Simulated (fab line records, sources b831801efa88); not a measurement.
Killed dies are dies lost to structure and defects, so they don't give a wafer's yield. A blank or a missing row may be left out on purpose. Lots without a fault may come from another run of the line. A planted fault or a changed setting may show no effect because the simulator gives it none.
Which tool did it? | flow gf180mcu | 13 lots, 38 wafers sampled, at 4 steps of a route of 602

WHAT THE GAUGES READ, wafer by wafer
GF_V1_THK_MEAS_03. Usual: V1_CVD_02_THK 852 nm, standard deviation 13.
lot  | measured     | on            | V1_CVD_02_THK (nm) | flag
L559 | day 17 02:53 | film_metro-03 | 827 855 861        |
L560 | day 17 14:16 | film_metro-01 | 859 853 878        |
L562 | day 18 11:59 | film_metro-03 | 843 824 852        |
L563 | day 19 02:22 | film_metro-02 | 851 864 846        |
L567 | day 20 01:42 | film_metro-01 | 849 868 871        |
L568 | day 20 11:25 | film_metro-03 | 854 858 867        |
L569 | day 21 01:14 | film_metro-02 | 832 841 842        |
L570 | day 21 10:05 | film_metro-02 | 858 851 855        |
L571 | day 21 12:41 | film_metro-03 | 839 854 863        |
L572 | day 22 03:01 | film_metro-01 | 830 844 856        |
L573 | day 22 10:09 | film_metro-03 | 626 624            | OFF
L574 | day 22 15:28 | film_metro-03 | 610 615 622        | OFF
L575 | day 23 00:22 | film_metro-03 | 842 855 857        |

WHICH TOOL RAN EACH LOT (tool, then ch and the chambers of the sampled wafers, then the start)
lot  | GF_M1_SPUTTER_00             | GF_M1_SPUTTER_01             | GF_V1_CVD_02
L559 | pvd_sputter-02, day 16 03:39 | pvd_sputter-02, day 16 03:45 | pecvd-02 ch 0,1,2, day 17 02:49
L560 | pvd_sputter-03, day 16 14:15 | pvd_sputter-03, day 16 14:21 | pecvd-01 ch 1,2, day 17 14:11
L562 | pvd_sputter-04, day 17 11:44 | pvd_sputter-04, day 17 11:50 | pecvd-02 ch 1,2, day 18 11:55
L563 | pvd_sputter-02, day 18 01:32 | pvd_sputter-02, day 18 01:38 | pecvd-04 ch 0,1, day 19 02:17
L567 | pvd_sputter-02, day 18 23:56 | pvd_sputter-02, day 19 00:02 | pecvd-01 ch 0,1, day 20 01:38
L568 | pvd_sputter-02, day 19 09:38 | pvd_sputter-02, day 19 09:44 | pecvd-01 ch 0,2, day 20 11:20
L569 | pvd_sputter-03, day 19 23:26 | pvd_sputter-03, day 19 23:32 | pecvd-02 ch 0,2, day 21 01:08
L570 | pvd_sputter-02, day 20 08:10 | pvd_sputter-02, day 20 08:14 | pecvd-02 ch 0,1,2, day 21 10:01
L571 | pvd_sputter-03, day 20 12:04 | pvd_sputter-03, day 20 12:10 | pecvd-02 ch 0,1,2, day 21 12:36
L572 | pvd_sputter-03, day 21 02:02 | pvd_sputter-03, day 21 02:08 | pecvd-02 ch 1,2, day 22 02:56
L573 | pvd_sputter-02, day 21 09:17 | pvd_sputter-02, day 21 09:23 | pecvd-02 ch 0,1, day 22 10:05
L574 | pvd_sputter-02, day 21 15:04 | pvd_sputter-02, day 21 15:10 | pecvd-02 ch 0,1, day 22 15:24
L575 | pvd_sputter-04, day 21 23:29 | pvd_sputter-04, day 21 23:35 | pecvd-04 ch 0,2, day 23 00:17
- GF_M1_SPUTTER_00: material Ti, target thk 37.5 nm, time 150 s.
- GF_M1_SPUTTER_01: material TiN, target thk 30 nm, time 25 s.
- GF_V1_CVD_02: deposits SiO2 from TEOS, target thk 850 nm, time 94.851 s.

WHAT THE TOOLS THEMSELVES READ (means of the sampled wafers that have a number; where no wafer has one, the mark that the record gives instead)
GF_M1_SPUTTER_00. Usual: throttle_valve_pct 30.2 %, standard deviation 1.1.
lot  | tool           | throttle_valve_pct (%) | flag
L559 | pvd_sputter-02 | 30.1                   |
L560 | pvd_sputter-03 | 30.6                   |
L562 | pvd_sputter-04 | 31.1                   |
L563 | pvd_sputter-02 | 30.5                   |
L567 | pvd_sputter-02 | 29.1                   |
L568 | pvd_sputter-02 | 29.3                   |
L569 | pvd_sputter-03 | 30.6                   |
L570 | pvd_sputter-02 | 30.4                   |
L571 | pvd_sputter-03 | 30.1                   |
L572 | pvd_sputter-03 | 30.4                   |
L573 | pvd_sputter-02 | 30.6                   |
L574 | pvd_sputter-02 | 30.3                   |
L575 | pvd_sputter-04 | 31.0                   |

GF_M1_SPUTTER_01. Usual: throttle_valve_pct 30.2 %, standard deviation 1.1.
lot  | tool           | throttle_valve_pct (%) | flag
L559 | pvd_sputter-02 | 30.0                   |
L560 | pvd_sputter-03 | 30.6                   |
L562 | pvd_sputter-04 | 30.9                   |
L563 | pvd_sputter-02 | 30.5                   |
L567 | pvd_sputter-02 | 29.0                   |
L568 | pvd_sputter-02 | 29.4                   |
L569 | pvd_sputter-03 | 30.7                   |
L570 | pvd_sputter-02 | 30.4                   |
L571 | pvd_sputter-03 | 29.9                   |
L572 | pvd_sputter-03 | 30.5                   |
L573 | pvd_sputter-02 | 30.6                   |
L574 | pvd_sputter-02 | 30.5                   |
L575 | pvd_sputter-04 | 30.9                   |

GF_V1_CVD_02. Usual: heater_power_w 687 W, standard deviation 93.
lot  | tool     | heater_power_w (W) | flag
L559 | pecvd-02 | 688                |
L560 | pecvd-01 | 616                |
L562 | pecvd-02 | 720                |
L563 | pecvd-04 | 644                |
L567 | pecvd-01 | 706                |
L568 | pecvd-01 | 705                |
L569 | pecvd-02 | 727                |
L570 | pecvd-02 | 750                |
L571 | pecvd-02 | 755                |
L572 | pecvd-02 | 649                |
L573 | pecvd-02 | 719                |
L574 | pecvd-02 | 733                |
L575 | pecvd-04 | 597                |

THE ANSWER, worked out from the rows above alone
Rule: a lot is off if the mean of its wafers that have a number lies more than 3 standard deviations from the usual mean. A lot without any number at a reading at which 4 lots or more have one is off too. The other lots that the step has rows for count as sound. The gauges are gone through in route order, then the tools' own readings, and for those a lot's mean is taken as printed above. The first step at which some lot is off is used, and at that step the reading that is off furthest; a lot without a number counts as furthest.
Off: L573, L574, at GF_V1_THK_MEAS_03 (V1_CVD_02_THK).
A tool fits if, at a process step before that reading, it ran every lot that is off, and no sound lot after the first of them. The gauges at GF_V1_THK_MEAS_03 are tried like those tools. Can't be told from this: 2 tools fit, pvd_sputter-02 at GF_M1_SPUTTER_00 and GF_M1_SPUTTER_01, pecvd-02 at GF_V1_CVD_02.

WHAT THE SIMULATOR HAD PUT IN
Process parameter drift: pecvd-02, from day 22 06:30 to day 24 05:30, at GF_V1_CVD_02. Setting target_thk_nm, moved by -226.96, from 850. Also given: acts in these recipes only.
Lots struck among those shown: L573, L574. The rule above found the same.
